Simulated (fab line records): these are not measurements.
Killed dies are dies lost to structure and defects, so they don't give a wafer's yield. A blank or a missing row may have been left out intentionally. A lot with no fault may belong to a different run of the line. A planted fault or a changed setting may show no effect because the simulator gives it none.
A lot that was struck, set against a sound lot ; flow sky130 ; 23 out of 708 route steps
Sound: these wafers, L921.2, L921.4, L921.5. Struck: wafers L928.3, L928.6 (left out: L928.4, a lot-mate that was not struck); the cause follows at the end.
Order at every step that has rows: each side's tool, ch and its chambers, its first start. Under that, the readings that differ: sound wafers ; struck wafers ; difference of the means ; sigmas: that difference in standard deviations of wafers without a fault.
alike: a reading whose means differ by less than 2 such deviations, as well as words and numbers matching on both sides. not compared: withheld readings; readings where some wafer has no value; bounds like >300 that might hide an equal value; numbers whose values overlap and for which the record gives no deviation.
Wherever a step has rows on one side only, a row that says differs or no value, or a row with sigmas, the two part there. When numbers do not overlap yet have no deviation, they are printed without sigmas and do not part them. Lack of a reading on every wafer of one side parts them only where that side has two or more wafers.

first, 1 step without rows for these wafers: SKY_SONOS_ONO_DEVELOP_12 (develop time 60 s).
SKY_SONOS_ONO_CD_MEAS_13: target cd 410 nm.
  struck on cd_sem-01, day 17 23:35; sound on cd_sem-01, day 15 14:14
  alike: cd_nm
SKY_SONOS_ONO_OVL_MEAS_14:
  struck on overlay-01, day 17 23:41; sound on overlay-01, day 15 14:20
  alike: SONOS_ONO_OVL
SKY_SONOS_ONO_ETCH_15: etches the open film in CHF3/O2, target depth 19.52 nm, time 7.8 s.
  sound on rie_diel-02 ch 0,1,2, day 15 14:22; struck on rie_diel-01 ch 1,2, day 17 23:43
reading;sound;struck;difference;sigmas
chamber_pressure_mTorr (mTorr);40.02 40.07 40.07;39.95 39.98;-0.09;-3
  alike: drypump_motor_current_A, oes_product_au, throttle_valve_pct
  not compared: rf_hours_counter_h
then, 1 step without rows for these wafers: SKY_SONOS_ONO_WET_ETCH_16 (etches SiO2 in dHF, target depth 14 nm, time 280 s).
SKY_SONOS_ONO_STRIP_17: strips in O2/N2.
  sound on plasma_asher-03 ch 0,1, day 15 14:29; struck on plasma_asher-01 ch 0,1, day 17 23:51
  alike: chamber_pressure_mTorr, drypump_motor_current_A, oes_product_au, strip_time_to_endpoint_s
  not compared: rf_hours_counter_h
then, 3 steps without rows for these wafers: SKY_SONOS_ONO_WET_ETCH_18 (etches Si3N4 in H3PO4, target depth 15 nm, time 172 s); SKY_GATE_OXIDE_CLEAN_00 (cleans in SC1/SC2, time 150 s); SKY_GATE_OXIDE_OXIDATION_01 (stabilise 600 s, purge 300 s, target thk 10.268 nm).
SKY_GATE_OXIDE_THK_MEAS_02:
  struck on film_metro-03, day 18 02:20; sound on film_metro-01, day 15 17:03
reading;sound;struck;difference;sigmas
GATE_OXIDE_OXIDATION_00_THK (nm);10.11 10.18 10.29;10.73 11.02;+0.68;+3
then, 2 steps without rows for these wafers: SKY_GATE_OXIDE_DEHYDRATE_03 (time 60 s); SKY_GATE_OXIDE_HMDS_04 (prime time 60 s).
SKY_GATE_OXIDE_COAT_05: resist thk 1140 nm.
  sound on litho_track-03 ch 0, day 16 06:35; struck on litho_track-03 ch 0, day 18 16:04
reading;sound;struck;difference;sigmas
model.NOVOLAK_of_GATE_OXIDE_COAT_05.thk_nm (nm);1138 1136 1140;481.9 483.6;-655.2;
  alike: resist_line_temp_C
then, 3 steps without rows for these wafers: SKY_GATE_OXIDE_SOFTBAKE_06 (time 60 s); SKY_GATE_OXIDE_EXPOSE_07 (exposes mask LVOM, target cd 600 nm); SKY_GATE_OXIDE_PEB_08.
SKY_GATE_OXIDE_DEVELOP_09: develop time 60 s.
  sound on litho_track-02 ch 0, day 16 20:38; struck on litho_track-02 ch 0, day 19 07:54
reading;sound;struck;difference;sigmas
model.NOVOLAK_of_GATE_OXIDE_COAT_05.thk_nm (nm);1138 1136 1140;481.5 483.2;-655.6;
  alike: resist_line_temp_C
SKY_GATE_OXIDE_OVL_MEAS_10:
  struck on overlay-02, day 19 08:01; sound on overlay-02, day 16 20:46
  alike: GATE_OXIDE_OVL
then, 2 steps without rows for these wafers: SKY_GATE_OXIDE_IMPLANT_11; SKY_GATE_OXIDE_WET_ETCH_12 (etches SiO2 in dHF, target depth 16.8 nm, time 336 s).
SKY_GATE_OXIDE_STRIP_13: strips in O2/N2.
  sound on plasma_asher-03 ch 0,1, day 16 21:03; struck on plasma_asher-01 ch 0,1, day 19 08:19
reading;sound;struck;difference;sigmas
oes_product_au (a.u.);0.724 0.714 0.713;0.503 0.513;-0.209;-43
strip_time_to_endpoint_s (s);14.17 14.13 14.17;6.45 6.47;-7.70;-99 or more
  alike: chamber_pressure_mTorr, drypump_motor_current_A
  not compared: rf_hours_counter_h
SKY_GATE_OXIDE_TW_MEAS_14:
  struck on film_metro-03, day 19 08:25; sound on film_metro-03, day 16 21:10
  alike: GATE_OXIDE_TW
-- record jumps: 30 days separate the struck wafers' starts on either side; left off in module GATE_OXIDE, taken up again in module PAD_OPEN, whose first shown step is the route's number 708 --
SKY_PAD_OPEN_PROBE_99:
  struck on prober-02, day 49 08:59; sound on prober-02, day 47 16:41
reading;sound;struck;difference;sigmas
killed_at_front_end;11 18 20;82 105;+77;+16
killed_dies;92 97 93;158 172;+71;+7
killed_on_rim;17 15 12;55 63;+44;+11
  alike: killed_at_M0_to_M3, killed_at_M4_up, killed_at_contacts, killed_at_other, killed_open, killed_short

## WHERE THEY PART
At SKY_SONOS_ONO_ETCH_15 first; at SKY_PAD_OPEN_PROBE_99 last (within this record only).

WHY: whatever the simulator had introduced
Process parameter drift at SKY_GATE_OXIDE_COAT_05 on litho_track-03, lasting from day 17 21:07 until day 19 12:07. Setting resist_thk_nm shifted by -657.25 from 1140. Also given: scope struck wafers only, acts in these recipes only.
